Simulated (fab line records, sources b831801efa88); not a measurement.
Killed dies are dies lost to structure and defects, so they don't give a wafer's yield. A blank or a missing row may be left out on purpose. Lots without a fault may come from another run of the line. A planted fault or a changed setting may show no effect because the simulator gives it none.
fab line records | flow gf180mcu | part 1 of 2: steps 1 to 28 of 37
record lots=5 wafers=15 last_day=34
route steps=602 shown M5@528 V5@540
lots that met no fault: from a run of the same line without faults
start_h: hours from the record's first day to the start of the lot's first wafer shown | wait_h: hours since the lot's step before | " the same as in the row above | L1.1+2: a row that stands for several wafers | - no value, or no start given | * or withheld: withheld | < > ~ a bound
route shown NAME@n: a module of which the file shows steps, and the number in the route of the first | usual: mean/standard deviation of fault-free wafers | same: alike in all rows | chamber/n: place in a boat | sites: the reading at each site | _std_site: their standard deviation | _edge_site: outer sites' mean less inner sites' | radius_mm: how far each site lies from the wafer's centre | mask NAME#n: copy n | behind: the tool/chamber that last shaped the wafer | hold: why the lot was held/for how many hours/how that ended | device: the transistor (n, p or np) that didn't switch | end of line: the same wafers' tests at the end of the route | a step without rows: its recipe alone | killed: dies lost to structure and defects at the first sort, not the wafer's yield | map: a wafer's dies, x killed, . not, _ none there
set.NAME: the setting as run; set.NAME@STEP: as run at that earlier step | model.NAME: the simulator's own value behind a step, which no gauge read
lots at some steps of the route; a table a step, a row a wafer
services: from which hour (start_h, from the record's first day; less than 0 if before it) a tool's chamber was out of use, for how many hours, and why
## steps
# step GF_M5_COAT_02
# recipe resist=KrF spin_rpm=withheld resist_thk_nm=1000
# usual dispense_pressure_kPa=53/3.4
# columns lot.wafer tool chamber start_h wait_h dispense_pressure_kPa
L080.1 litho_track-03 0 650.07 0.1 48
L080.2 " 0 " " 48
L080.4 " 0 " " 48
L082.3 litho_track-03 0 665.17 0.1 48
L082.5 " 0 " " 48
L082.6 " 0 " " 48
L087.3 litho_track-01 0 698.41 0.1 53
L087.5 " 0 " " 53
L087.6 " 0 " " 53
L089.1 litho_track-01 0 708.21 0.1 53
L089.2 " 0 " " 53
L089.5 " 0 " " 53
L096.1 litho_track-03 0 753.22 0.1 48
L096.2 " 0 " " 48
L096.6 " 0 " " 48
# step GF_M5_SOFTBAKE_03
# recipe temp_c=130 time_s=60 resist=KrF
# columns lot.wafer tool chamber start_h wait_h
L080.1+2+4 litho_track-03 0 650.22 0.1
L082.3+5+6 litho_track-03 0 665.32 0.1
L087.3+5+6 litho_track-01 0 698.56 0.1
L089.1+2+5 litho_track-01 0 708.36 0.1
L096.1+2+6 litho_track-03 0 753.37 0.1
# step GF_M5_EXPOSE_04
# recipe mask_id=Metal5 target_cd_nm=280 na=0.68 source_shape=conventional sigma_outer=0.6 dose_mj=27.71
# columns lot.wafer tool chamber start_h wait_h mask
L080.1+2+4 krf_scanner-02 0 - - Metal5#0
L082.3+5+6 krf_scanner-02 0 - - Metal5#0
L087.3+5+6 krf_scanner-02 0 - - Metal5#0
L089.1+2+5 krf_scanner-02 0 - - Metal5#0
L096.1+2+6 krf_scanner-02 0 - - Metal5#0
# step GF_M5_PEB_05
# recipe peb_temp_c=135 peb_time_s=90 resist=KrF
# columns lot.wafer tool chamber start_h wait_h
L080.1+2+4 litho_track-02 0 - -
L082.3+5+6 litho_track-01 0 - -
L087.3+5+6 litho_track-02 0 - -
L089.1+2+5 litho_track-02 0 - -
L096.1+2+6 litho_track-03 0 - -
# step GF_M5_DEVELOP_06
# recipe develop_time_s=60 dev_temp_c=21
# usual developer_temp_C=20.99/0.11
# same develop_time_s=60
# columns lot.wafer tool chamber start_h wait_h developer_temp_C
L080.1 litho_track-02 0 659.35 0.2 21.15
L080.2 " 0 " " 21.06
L080.4 " 0 " " 21.11
L082.3 litho_track-01 0 674.86 0.1 21.13
L082.5 " 0 " " 21.02
L082.6 " 0 " " 21.09
L087.3 litho_track-02 0 707.70 0.1 20.95
L087.5 " 0 " " 21.14
L087.6 " 0 " " 21.12
L089.1 litho_track-02 0 716.90 0.2 20.90
L089.2 " 0 " " 20.96
L089.5 " 0 " " 20.60
L096.1 litho_track-03 0 761.87 0.2 21.05
L096.2 " 0 " " 21.11
L096.6 " 0 " " 20.88
# step GF_M5_CD_MEAS_07
# recipe target_cd_nm=280
# usual cd_nm=279.9/1.5
# columns lot.wafer tool chamber start_h wait_h cd_nm
L080.1 cd_sem-02 - 659.50 0.1 281.2
L080.2 " - " " 281.1
L080.4 " - " " 281.5
L082.3 cd_sem-02 - 675.00 0.1 279.2
L082.5 " - " " 278.8
L082.6 " - " " 279.0
L087.3 cd_sem-01 - 707.84 0.1 279.6
L087.5 " - " " 280.2
L087.6 " - " " 280.7
L089.1 cd_sem-02 - 717.05 0.1 278.9
L089.2 " - " " 279.5
L089.5 " - " " 278.4
L096.1 cd_sem-01 - 762.02 0.1 281.9
L096.2 " - " " 282.1
L096.6 " - " " 282.2
# step GF_M5_OVL_MEAS_08
# usual M5_OVL=-5/5.2
# columns lot.wafer tool chamber start_h wait_h M5_OVL[nm]
L080.1 overlay-01 - 659.62 0.1 -18
L080.2 " - " " -14
L080.4 " - " " -11
L082.3 overlay-01 - 675.09 0.1 -13
L082.5 " - " " -11
L082.6 " - " " -3
L087.3 overlay-01 - 707.93 0.1 -8
L087.5 " - " " -11
L087.6 " - " " -11
L089.1 overlay-02 - 717.17 0.1 -7
L089.2 " - " " -9
L089.5 " - " " -7
L096.1 overlay-02 - 762.14 0.1 -11
L096.2 " - " " -14
L096.6 " - " " -15
# step GF_M5_ETCH_09
# recipe chemistry=CF4/O2 target=Si3N4 target_depth_nm=52 source_w=800 bias_w=150 pressure_mtorr=150 cf4_flow_sccm=80 O2_flow_sccm=10 time_s=11.6
# usual bias_w=150.0/0.45 drypump_motor_current_A=5.9/0.49 oes_product_au=1.001/0.01 rf_fwd_power_W=784/3.9 throttle_valve_pct=5.971/0.01
# columns lot.wafer tool chamber start_h wait_h bias_w drypump_motor_current_A oes_product_au rf_fwd_power_W rf_hours_counter_h throttle_valve_pct
L080.1 rie_diel-02 2 659.65 0.0 149.5 4.8 0.988 781 5 5.959
L080.2 " 0 " " 150.4 6.1 0.980 786 13 5.948
L080.4 " 1 " " 149.2 6.0 0.993 783 65 5.960
L082.3 rie_diel-01 2 675.11 0.0 150.6 5.8 1.007 789 9 5.976
L082.5 " 2 " " 149.5 5.8 0.999 789 - 5.991
L082.6 " 3 " " 150.0 5.6 0.983 779 - 5.974
L087.3 rie_diel-01 1 707.95 0.0 150.7 5.5 1.006 789 23 5.973
L087.5 " 3 " " 150.2 5.6 0.988 785 - 5.979
L087.6 " 0 " " 149.6 6.3 0.991 779 - 5.956
L089.1 rie_diel-01 2 717.20 0.0 150.3 5.8 0.999 789 10 5.980
L089.2 " 1 " " 150.1 5.4 0.999 788 23 5.983
L089.5 " 1 " " 150.8 5.5 1.001 788 - 5.955
L096.1 rie_diel-02 1 762.17 0.0 150.2 6.0 0.990 781 3 5.973
L096.2 " 0 " " 149.3 6.1 1.002 787 18 5.975
L096.6 " 1 " " 150.0 6.0 0.987 784 - 5.967
# step GF_M5_METAL_ETCH_10
# recipe chemistry=Cl2/BCl3 mask_material=KrF target_depth_nm=627.5 stop_on=SiO2 pressure_mtorr=8 icp_w=800 bias_w=140 Cl2_flow_sccm=80 bcl3_flow_sccm=40 time_s=104.6
# usual bias_w=139.9/0.45 drypump_motor_current_A=5.99/0.3 oes_product_au=0.971/0.007 rf_fwd_power_W=795.5/2.5 throttle_valve_pct=28.252/0.012
# columns lot.wafer tool chamber start_h wait_h bias_w drypump_motor_current_A oes_product_au rf_fwd_power_W rf_hours_counter_h throttle_valve_pct
L080.1 rie_metal-01 1 659.68 0.0 139.9 6.10 0.978 793.3 0 28.261
L080.2 " 1 " " 140.2 6.11 0.965 796.1 - 28.249
L080.4 " 1 " " 140.0 6.10 0.964 798.3 - 28.274
L082.3 rie_metal-01 1 675.21 0.1 140.3 6.08 0.972 798.1 - 28.260
L082.5 " 1 " " 139.6 6.05 0.970 795.7 - 28.247
L082.6 " 1 " " 140.0 6.06 0.974 797.3 - 28.247
L087.3 rie_metal-03 1 708.05 0.1 139.6 5.72 0.973 796.1 - 28.258
L087.5 " 1 " " 139.7 5.71 0.967 798.5 - 28.243
L087.6 " 1 " " 139.5 5.70 0.967 794.4 - 28.252
L089.1 rie_metal-03 1 717.23 0.0 139.1 5.75 0.979 797.3 13 28.247
L089.2 " 1 " " 139.5 5.74 0.964 797.1 - 28.234
L089.5 " 1 " " 139.8 5.74 0.969 796.8 - 28.261
L096.1 rie_metal-01 0 762.20 0.0 140.6 6.38 0.977 795.0 4 28.250
L096.2 " 1 " " 139.1 6.08 0.976 794.1 5 28.241
L096.6 " 0 " " 140.5 6.37 0.968 795.9 - 28.252
# step GF_M5_STRIP_11
# recipe chemistry=O2/N2 power_w=1400 pressure_mtorr=1500 platen_temp_c=250 o2_flow_sccm=3000 n2_flow_sccm=300 overash_fraction=0.5
# usual drypump_motor_current_A=6.0/0.49 heater_power_w=357/36 oes_product_au=0.545/0.005 strip_time_to_endpoint_s=7.55/0.06
# columns lot.wafer tool chamber start_h wait_h drypump_motor_current_A heater_power_w oes_product_au rf_hours_counter_h strip_time_to_endpoint_s
L080.1 plasma_asher-04 0 659.90 0.2 6.1 399 0.549 99 7.62
L080.2 " 1 " " 6.6 390 0.549 99 7.63
L080.4 " 0 " " 6.1 402 0.537 - 7.64
L082.3 plasma_asher-04 1 675.40 0.1 6.6 397 0.552 - 7.58
L082.5 " 0 " " 6.1 394 0.542 - 7.58
L082.6 " 1 " " 6.6 401 0.547 - 7.62
L087.3 plasma_asher-01 1 708.23 0.1 5.5 323 0.539 - 7.42
L087.5 " 0 " " 6.4 351 0.540 - 7.47
L087.6 " 1 " " 5.4 316 0.546 - 7.48
L089.1 plasma_asher-01 1 717.53 0.2 5.5 315 0.548 95 7.57
L089.2 " 0 " " 6.4 361 0.547 95 7.49
L089.5 " 0 " " 6.4 348 0.540 - 7.54
L096.1 plasma_asher-04 1 762.31 0.1 6.5 402 0.544 2 7.57
L096.2 " 0 " " 6.1 410 0.550 2 7.53
L096.6 " 0 " " 6.1 408 0.551 - 7.62
# step GF_M5_STRIP_12
# recipe chemistry=post_etch_residue_remover time_s=1200 temp_c=72.5
# columns lot.wafer tool chamber start_h wait_h
L080.1+2+4 wet_bench-01 3 660.00 0.1
L082.3+5+6 wet_bench-02 2 675.46 0.0
L087.3+5+6 wet_bench-02 3 708.30 0.0
L089.1+2+5 wet_bench-02 0 717.63 0.1
L096.1+2+6 wet_bench-01 3 762.41 0.1
# step GF_M5_CLEAN_13
# recipe chemistry=DIW dry=n2_spin
# columns lot.wafer tool chamber start_h wait_h
L080.1+2+4 wet_bench-04 0 660.34 0.0
L082.3+5+6 wet_bench-04 2 675.80 0.0
L087.3+5+6 wet_bench-04 3 708.64 0.0
L089.1+2+5 wet_bench-04 0 718.00 0.0
L096.1+2+6 wet_bench-02 3 762.75 0.0
# step GF_V5_CVD_00
# recipe material=SiO2 target_thk_nm=300 sigma_open_frac=0.3 temp_c=400 time_s=50 sih4_flow_sccm=60 pressure_mtorr=6
# columns lot.wafer tool chamber start_h wait_h
L080.1+2+4 hdpcvd-01 1,2,1 660.43 0.0
L082.3+5+6 hdpcvd-01 2,2,1 675.90 0.0
L087.3+5+6 hdpcvd-01 0,2,0 708.73 0.0
L089.1+2+5 hdpcvd-02 1,2,0 718.09 0.0
L096.1+2+6 hdpcvd-02 1,2,0 762.84 0.0
# step GF_V5_THK_MEAS_01
# recipe reads=SiO2_of_V5_CVD_00
# usual V5_CVD_00_THK=298.5/2.6
# columns lot.wafer tool chamber start_h wait_h V5_CVD_00_THK[nm]
L080.1 film_metro-01 - 660.48 0.0 300.5
L080.2 " - " " 293.8
L080.4 " - " " 296.4
L082.3 film_metro-01 - 675.96 0.0 301.3
L082.5 " - " " 300.7
L082.6 " - " " 301.6
L087.3 film_metro-01 - 708.80 0.0 299.0
L087.5 " - " " 300.7
L087.6 " - " " 298.0
L089.1 film_metro-01 - 718.13 0.0 301.1
L089.2 " - " " 301.9
L089.5 " - " " 300.7
L096.1 film_metro-01 - 762.89 0.0 296.1
L096.2 " - " " 298.5
L096.6 " - " " 301.2
# step GF_V5_CVD_02
# recipe material=SiO2 target_thk_nm=1450 precursor=TEOS temp_c=400 time_s=163.28 rf_w=600
# usual heater_power_w=657/100 rf_fwd_power_W=597.7/1.9
# columns lot.wafer tool chamber start_h wait_h heater_power_w rf_fwd_power_W
L080.1 pecvd-02 0 660.54 0.1 531 599.9
L080.2 " 2 " " 763 600.2
L080.4 " 0 " " 596 599.7
L082.3 pecvd-04 2 676.00 0.0 592 598.6
L082.5 " 2 " " 505 596.6
L082.6 " 1 " " 816 597.1
L087.3 pecvd-02 1 708.84 0.0 640 594.9
L087.5 " 1 " " 730 596.4
L087.6 " 0 " " 495 597.9
L089.1 pecvd-04 2 718.19 0.1 622 597.2
L089.2 " 0 " " 552 595.7
L089.5 " 1 " " 824 601.4
L096.1 pecvd-02 1 762.95 0.1 647 597.1
L096.2 " 2 " " 656 596.1
L096.6 " 2 " " 748 596.5
# step GF_V5_THK_MEAS_03
# recipe reads=SiO2_of_V5_CVD_02
# usual V5_CVD_02_THK=1450/20
# columns lot.wafer tool chamber start_h wait_h V5_CVD_02_THK[nm]
L080.1 film_metro-01 - 660.65 0.1 1436
L080.2 " - " " 1406
L080.4 " - " " 1437
L082.3 film_metro-04 - 676.13 0.1 1452
L082.5 " - " " 1469
L082.6 " - " " 1484
L087.3 film_metro-02 - 708.97 0.1 1441
L087.5 " - " " 1447
L087.6 " - " " 1477
L089.1 film_metro-04 - 718.30 0.1 1454
L089.2 " - " " 1444
L089.5 " - " " 1458
L096.1 film_metro-02 - 763.05 0.1 1426
L096.2 " - " " 1424
L096.6 " - " " 1433
# step GF_V5_CMP_04
# recipe material=SiO2 down_force_psi=4 platen_rpm=60 pad_velocity_m_s=0.94248
# usual motor_current_A=12.2/1.9 platen_rpm=60.00/0.039 slurry_flow_ml_min=150.0/0.45
# columns lot.wafer tool chamber start_h wait_h motor_current_A platen_rpm slurry_flow_ml_min
L080.1 cmp-01 1 660.76 0.1 11.3 60.07 149.9
L080.2 " 2 " " 9.1 59.96 149.7
L080.4 " 3 " " 10.9 60.05 149.9
L082.3 cmp-01 0 676.32 0.2 12.4 60.02 149.9
L082.5 " 1 " " 10.3 60.00 149.9
L082.6 " 2 " " 9.4 60.00 149.4
L087.3 cmp-02 1 709.11 0.1 12.7 60.05 149.0
L087.5 " 3 " " 15.5 59.98 149.9
L087.6 " 0 " " 15.8 59.97 149.5
L089.1 cmp-01 3 718.36 0.1 11.6 60.05 150.0
L089.2 " 2 " " 10.3 59.91 149.6
L089.5 " 3 " " 11.4 60.03 150.1
L096.2 cmp-01 1 763.16 0.1 10.4 59.98 150.2
L096.1 " 2 " " 9.4 60.07 150.2
L096.6 " 0 " " 11.9 59.92 151.0
# step GF_V5_BOW_MEAS_05
# recipe mode=bow
# usual V5_BOW=134/10
# columns lot.wafer tool chamber start_h wait_h V5_BOW[um]
L080.1 film_metro-02 - 661.01 0.2 127
L080.2 " - " " 133
L080.4 " - " " 122
L082.3 film_metro-02 - 676.51 0.1 154
L082.5 " - " " 150
L082.6 " - " " 150
L087.3 film_metro-01 - 709.35 0.2 130
L087.5 " - " " 129
L087.6 " - " " 124
L089.1 film_metro-04 - 718.66 0.2 133
L089.2 " - " " 138
L089.5 " - " " 148
L096.1 film_metro-02 - 763.41 0.1 135
L096.2 " - " " 133
L096.6 " - " " 140
# step GF_V5_DEHYDRATE_06
# recipe temp_c=200 time_s=60
# columns lot.wafer tool chamber start_h wait_h
L080.1+2+4 litho_track-03 0 670.27 9.2
L082.3+5+6 litho_track-01 0 685.31 8.8
L087.3+5+6 litho_track-04 0 718.17 8.8
L089.1+2+5 litho_track-01 0 727.26 8.6
L096.1+2+6 litho_track-04 0 770.52 7.1
# step GF_V5_HMDS_07
# recipe prime_time_s=60 prime_temp_c=120
# same prime_time_s=60
# columns lot.wafer tool chamber start_h wait_h
L080.1+2+4 litho_track-03 0 670.42 0.1
L082.3+5+6 litho_track-01 0 685.46 0.1
L087.3+5+6 litho_track-04 0 718.32 0.1
L089.1+2+5 litho_track-01 0 727.41 0.1
L096.1+2+6 litho_track-04 0 770.67 0.1
# step GF_V5_COAT_08
# recipe resist=BARC temp_c=withheld time_s=withheld spin_rpm=withheld resist_thk_nm=withheld
# usual dispense_pressure_kPa=49.2/2.2
# columns lot.wafer tool chamber start_h wait_h dispense_pressure_kPa
L080.1 litho_track-03 0 670.57 0.1 48.2
L080.2 " 0 " " 48.2
L080.4 " 0 " " 48.2
L082.3 litho_track-01 0 685.61 0.1 53.0
L082.5 " 0 " " 53.0
L082.6 " 0 " " 53.1
L087.3 litho_track-04 0 718.47 0.1 47.6
L087.5 " 0 " " 47.6
L087.6 " 0 " " 47.6
L089.1 litho_track-01 0 727.56 0.1 53.0
L089.2 " 0 " " 53.0
L089.5 " 0 " " 53.0
L096.1 litho_track-04 0 770.82 0.1 47.6
L096.2 " 0 " " 47.6
L096.6 " 0 " " 47.6
# step GF_V5_COAT_09
# recipe resist=KrF spin_rpm=withheld resist_thk_nm=1000
# usual dispense_pressure_kPa=49.2/2.3
# columns lot.wafer tool chamber start_h wait_h dispense_pressure_kPa
L080.1 litho_track-03 0 - - 48.3
L080.2 " 0 " " 48.2
L080.4 " 0 " " 48.2
L082.3 litho_track-01 0 - - 53.2
L082.5 " 0 " " 53.1
L082.6 " 0 " " 53.2
L087.3 litho_track-04 0 - - 47.7
L087.5 " 0 " " 47.6
L087.6 " 0 " " 47.6
L089.1 litho_track-01 0 - - 53.0
L089.2 " 0 " " 53.1
L089.5 " 0 " " 53.1
L096.1 litho_track-04 0 - - 47.7
L096.2 " 0 " " 47.7
L096.6 " 0 " " 47.7
# step GF_V5_SOFTBAKE_10
# recipe temp_c=130 time_s=60 resist=KrF
# columns lot.wafer tool chamber start_h wait_h
L080.1+2+4 litho_track-03 0 - -
L082.3+5+6 litho_track-01 0 - -
L087.3+5+6 litho_track-04 0 - -
L089.1+2+5 litho_track-01 0 - -
L096.1+2+6 litho_track-04 0 - -
# step GF_V5_EXPOSE_11
# recipe mask_id=Via5 target_cd_nm=260 na=0.68 source_shape=conventional sigma_outer=0.6 dose_mj=38
# columns lot.wafer tool chamber start_h wait_h mask
L080.1+2+4 krf_scanner-02 0 - - Via5#0
L082.3+5+6 krf_scanner-01 0 - - Via5#0
L087.3+5+6 krf_scanner-01 0 - - Via5#0
L089.1+2+5 krf_scanner-01 0 - - Via5#0
L096.1+2+6 krf_scanner-02 0 - - Via5#0
# step GF_V5_PEB_12
# recipe peb_temp_c=135 peb_time_s=92.22 resist=KrF
# usual plate_sensor_t_centre_C=136.13/0.0094 plate_sensor_t_edge_C=136.29/0.011
# columns lot.wafer tool chamber start_h wait_h plate_sensor_t_centre_C plate_sensor_t_edge_C
L080.1 litho_track-01 0 - - 136.13 136.29
L080.2 " 0 " " 136.14 136.28
L080.4 " 0 " " 136.13 136.3
L082.3 litho_track-01 0 - - 136.12 136.31
L082.5 " 0 " " 136.13 136.31
L082.6 " 0 " " 136.14 136.3
L087.3 litho_track-03 0 - - 136.13 136.28
L087.5 " 0 " " 136.13 136.29
L087.6 " 0 " " 136.12 136.29
L089.1 litho_track-04 0 - - 136.12 136.28
L089.2 " 0 " " 136.12 136.29
L089.5 " 0 " " 136.13 136.3
L096.1 litho_track-01 0 - - 136.12 136.3
L096.2 " 0 " " 136.14 136.28
L096.6 " 0 " " 136.14 136.3
# step GF_V5_DEVELOP_13
# recipe develop_time_s=60 resist=KrF dev_temp_c=21
# usual developer_temp_C=21.02/0.11
# same develop_time_s=60
# columns lot.wafer tool chamber start_h wait_h developer_temp_C
L080.1 litho_track-01 0 680.76 0.2 20.91
L080.2 " 0 " " 20.95
L080.4 " 0 " " 20.97
L082.3 litho_track-01 0 694.86 0.1 21.08
L082.5 " 0 " " 21.17
L082.6 " 0 " " 21.01
L087.3 litho_track-03 0 727.67 0.1 21.02
L087.5 " 0 " " 21.02
L087.6 " 0 " " 20.79
L089.1 litho_track-04 0 736.47 0.2 21.00
L089.2 " 0 " " 21.05
L089.5 " 0 " " 20.96
L096.1 litho_track-01 0 779.26 0.2 21.00
L096.2 " 0 " " 21.04
L096.6 " 0 " " 20.97
# step GF_V5_CD_MEAS_14
# recipe target_cd_nm=260
# usual cd_nm=259.7/1.2
# columns lot.wafer tool chamber start_h wait_h cd_nm
L080.1 cd_sem-02 - 680.91 0.1 259.2
L080.2 " - " " 259.6
L080.4 " - " " 259.4
L082.3 cd_sem-01 - 695.00 0.1 260.1
L082.5 " - " " 259.7
L082.6 " - " " 260.1
L087.3 cd_sem-02 - 727.81 0.1 258.9
L087.5 " - " " 257.5
L087.6 " - " " 259.0
L089.1 cd_sem-01 - 736.62 0.1 259.0
L089.2 " - " " 259.6
L089.5 " - " " 257.0
L096.1 cd_sem-02 - 779.41 0.1 260.6
L096.2 " - " " 260.9
L096.6 " - " " 260.4
# step GF_V5_OVL_MEAS_15
# usual V5_OVL=0/6.1
# columns lot.wafer tool chamber start_h wait_h V5_OVL[nm]
L080.1 overlay-02 - 681.03 0.1 -4
L080.2 " - " " -3
L080.4 " - " " -5
L082.3 overlay-02 - 695.09 0.1 -1
L082.5 " - " " -5
L082.6 " - " " -8
L087.3 overlay-02 - 727.90 0.1 7
L087.5 " - " " -1
L087.6 " - " " -2
L089.1 overlay-01 - 736.74 0.1 -10
L089.2 " - " " -11
L089.5 " - " " 1
L096.1 overlay-01 - 779.53 0.1 4
L096.2 " - " " 3
L096.6 " - " " 11
